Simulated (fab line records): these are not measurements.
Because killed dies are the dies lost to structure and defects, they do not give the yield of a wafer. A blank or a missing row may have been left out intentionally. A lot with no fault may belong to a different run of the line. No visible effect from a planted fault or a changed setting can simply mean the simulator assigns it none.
One fault seen from 2 desks + flow gf180mcu + what lay behind the numbers comes last; until then each desk has only its own

== FROM THE METROLOGY DESK ==
Lot by lot, what the gauges showed, no matter which tool ran the lot: averages of those sampled wafers that carry a number. The brackets show how far a lot's mean lies from the usual mean; more than 4 standard deviations puts the lot out of limits, marked OUT.
Columns: A = cdNm at GF_POLY_GATE_CD_MEAS_10, usual 280.4 nm; B = HV_LDD_4_TW at GF_HV_LDD_TW_MEAS_50, usual 572
| lot  | first seen here | A     | B   |
|------|-----------------|-------|-----|
| L109 | day 9 07:30     | 279.9 | 581 |
| L110 | day 9 11:38     | 280.6 | 581 |
| L115 | day 10 22:15    | 281.8 | 576 |
| L116 | day 11 06:54    | 277.4 | 566 |
| L117 | day 11 16:22    | 277.0 | 574 |
| L120 | day 12 10:23    | 278.9 | 575 |
| L121 | day 12 16:34    | 280.7 | 568 |
| L122 | day 12 23:17    | 280.5 | 579 |
| L123 | day 13 06:17    | 278.5 | 580 |
| L124 | day 13 12:40    | 281.3 | 575 |
| L125 | day 13 22:01    | 280.9 | 574 |
| L126 | day 14 06:17    | 281.0 | 572 |
| L128 | day 14 16:56    | 280.9 | 562 |
| L131 | day 15 14:54    | 278.7 | 581 |
This desk's finding: nothing out of limits on any of the 14 lots.

== TOOL OWNER'S DESK, implanter-02 ==
The tool's own readings at GF_NWELL_IMPLANT_09, given as means over the sampled wafers that have a number, one for each lot that went through this tool. The brackets show how far a lot's mean lies from the usual mean; more than 4 standard deviations puts the lot out of limits, marked OUT.
Columns: A = beamEnergyKeV at GF_NWELL_IMPLANT_09, usual 160.00
| lot  | first seen here | A                |
|------|-----------------|------------------|
| L109 | day 3 10:22     | 159.99           |
| L110 | day 3 13:01     | 159.95           |
| L115 | day 4 15:56     | 164.46 (+87) OUT |
| L116 | day 4 19:50     | 164.55 (+89) OUT |
This desk's finding: out of limits on L115, L116; first on L115, day 4 15:56 (beamEnergyKeV at GF_NWELL_IMPLANT_09). L109, L110 stayed within limits.

== TAKEN TOGETHER ==
At day 4 15:56, on L115, L116, the tool owner's desk was in a position to raise an alarm.
From the metrology desk's view, nothing was out of limits.
The metrology desk holds a record of L115, L116, inside its limits.
Every lot named ran GF_NWELL_IMPLANT_09 on implanter-02.

== WHAT WAS PUT IN BY THE SIMULATOR ==
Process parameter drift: implanter-02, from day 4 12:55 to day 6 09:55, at GF_NWELL_IMPLANT_09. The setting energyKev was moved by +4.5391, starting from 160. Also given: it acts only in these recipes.
Struck lots among those shown: L115, L116.
How many hours passed from the start of the fault until each desk's first out-of-limits reading: the tool owner's desk, 3.
